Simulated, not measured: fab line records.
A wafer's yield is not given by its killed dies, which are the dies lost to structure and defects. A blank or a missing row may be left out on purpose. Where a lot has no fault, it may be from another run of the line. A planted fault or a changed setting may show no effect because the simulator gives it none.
The tool behind it: which one?	flow gf180mcu	14 lots, 40 wafers sampled, at 5 steps of a route of 602

== WHAT EACH GAUGE READ, for each wafer ==
GF_HV_LDD_TW_MEAS_50.
lot	measured	on	HV_LDD_4_TW
L953	day 12 12:46	film-metro-03	565 567 566
L954	day 12 20:23	film-metro-04	568 565 566
L955	day 13 03:51	film-metro-01	570 573 570
L958	day 14 01:13	film-metro-03	573 571 569
L959	day 14 12:11	film-metro-01	569 572 571
L960	day 14 19:45	film-metro-03	570 571 569
L961	day 15 02:44	film-metro-03	575 572 572
L962	day 15 11:15	film-metro-04	562 565
L963	day 15 16:52	film-metro-01	573 574
L970	day 18 15:13	film-metro-03	568 566 568
L971	day 18 16:06	film-metro-04	560 562 559
L973	day 19 11:38	film-metro-01	576 579 573
L974	day 19 21:31	film-metro-04	563 559 560
L975	day 19 21:46	film-metro-01	575 576 575

GF_SAB_OVL_MEAS_10.
lot	measured	on	SAB_OVL (nm)
L953	day 15 04:55	overlay-02	0.8 -0.9 -0.1
L954	day 15 12:35	overlay-01	-2.4 -2.4 -1.8
L955	day 15 21:25	overlay-02	-1.8 -0.5 -3.5
L958	day 16 19:51	overlay-02	-1.5 -2.9 -3.9
L959	day 17 07:26	overlay-02	-1.2 -3.3 0.2
L960	day 17 16:22	overlay-02	-1.9 -0.6 -3.6
L961	day 17 23:15	overlay-02	0.2 -0.8 0.1
L962	day 18 08:32	overlay-01	-2.1 -6.4
L963	day 18 14:33	overlay-01	-6.5 -8.2
L970	day 21 20:07	overlay-01	-2.1 -3.2 -1.0
L971	day 21 21:31	overlay-02	-0.9 -2.4 -1.3
L973	day 22 14:50	overlay-01	-1.2 -2.7 0.0
L974	day 23 00:55	overlay-01	-1.4 -3.7 -1.7
L975	day 23 01:53	overlay-01	-0.6 0.9 0.4

GF_M1_OVL_MEAS_15.
lot	measured	on	M1_OVL (nm)
L953	day 17 03:21	overlay-02	6 0 -7
L954	day 17 11:02	overlay-02	-1 2 3
L955	day 17 20:30	overlay-02	-8 -2 0
L958	day 18 20:41	overlay-02	-4 8 -3
L959	day 19 09:14	overlay-02	-2 6 0
L960	day 19 19:00	overlay-02	-3 -5 0
L961	day 20 02:29	overlay-01	5 3 7
L962	day 20 10:48	overlay-01	3 -1
L963	day 20 17:55	overlay-01	5 0
L970	day 23 21:29	overlay-01	3 -1 2
L971	day 23 22:50	overlay-02	-2 -4 -2
L973	day 24 15:23	overlay-01	5 6 8
L974	day 24 23:00	overlay-01	-1 -4 5
L975	day 25 01:36	overlay-01	-2 -3 -4

== TOOL THAT RAN EACH LOT (tool first, then ch and the chambers of the sampled wafers, then the start) ==
lot	GF_SAB_EXPOSE_06	GF_M1_SPUTTER_02
L953	iline-stepper-02 ch 0, day 14 18:52	pvd-sputter-03, day 16 05:13
L954	iline-stepper-02 ch 0, day 15 01:35	pvd-sputter-02, day 16 12:41
L955	iline-stepper-01 ch 0, day 15 10:59	pvd-sputter-01, day 16 22:12
L958	iline-stepper-01 ch 0, day 16 08:56	pvd-sputter-03, day 17 21:13
L959	iline-stepper-02 ch 0, day 16 21:04	pvd-sputter-01, day 18 09:05
L960	iline-stepper-01 ch 0, day 17 05:10	pvd-sputter-02, day 18 19:04
L961	iline-stepper-02 ch 0, day 17 13:01	pvd-sputter-02, day 19 01:59
L962	iline-stepper-02 ch 0, day 17 21:01	pvd-sputter-03, day 19 11:29
L963	iline-stepper-02 ch 0, day 18 02:29	pvd-sputter-01, day 19 17:44
L970	iline-stepper-02 ch 0, day 21 08:24	pvd-sputter-03, day 22 22:31
L971	iline-stepper-02 ch 0, day 21 09:26	pvd-sputter-03, day 23 00:17
L973	iline-stepper-01 ch 0, day 22 03:16	pvd-sputter-01, day 23 17:05
L974	iline-stepper-02 ch 0, day 22 13:19	pvd-sputter-03, day 24 02:01
L975	iline-stepper-02 ch 0, day 22 14:44	pvd-sputter-03, day 24 03:25
- GF_SAB_EXPOSE_06: exposes mask SAB, target cd 420 nm.
- GF_M1_SPUTTER_02: material AlCu, target thk 450 nm, time 23.9 s.

== AS READ BY THE TOOLS THEMSELVES (means over the sampled wafers that have a number; for cases with no such wafer, the mark the record gives instead) ==
GF_M1_SPUTTER_02.
lot	tool	throttle-valve-pct (%)
L953	pvd-sputter-03	29.4
L954	pvd-sputter-02	29.5
L955	pvd-sputter-01	30.3
L958	pvd-sputter-03	29.9
L959	pvd-sputter-01	30.0
L960	pvd-sputter-02	29.6
L961	pvd-sputter-02	31.2
L962	pvd-sputter-03	29.2
L963	pvd-sputter-01	29.9
L970	pvd-sputter-03	30.1
L971	pvd-sputter-03	30.1
L973	pvd-sputter-01	30.4
L974	pvd-sputter-03	29.5
L975	pvd-sputter-03	30.2

== THE ANSWER, worked out from the rows above alone ==
Rule: what is usual is taken from the lots themselves. The widest of any qualifying gaps counts: lots, ordered by their means at a reading, are off when they make up no more than a third of the lots, leave a main group of 4 or more, and stand apart from it by 3 or more times the standard deviation of that group's means. The tables above print the reading to a certain number of digits; a main group whose means all agree to those digits is not used. Also off: a lot with no number at a reading for which 4 or more lots have one. The other lots that the step has rows for count as sound. The gauges are gone through in route order, then the tools' own readings, and for those a lot's mean is taken as printed above. At the first step where some lot is off, the reading lying furthest off is the one used; lots without a number count as furthest.
Across all readings shown, no lot is off: no conclusion can be drawn from this.

== WHAT THE SIMULATOR HAD INSERTED ==
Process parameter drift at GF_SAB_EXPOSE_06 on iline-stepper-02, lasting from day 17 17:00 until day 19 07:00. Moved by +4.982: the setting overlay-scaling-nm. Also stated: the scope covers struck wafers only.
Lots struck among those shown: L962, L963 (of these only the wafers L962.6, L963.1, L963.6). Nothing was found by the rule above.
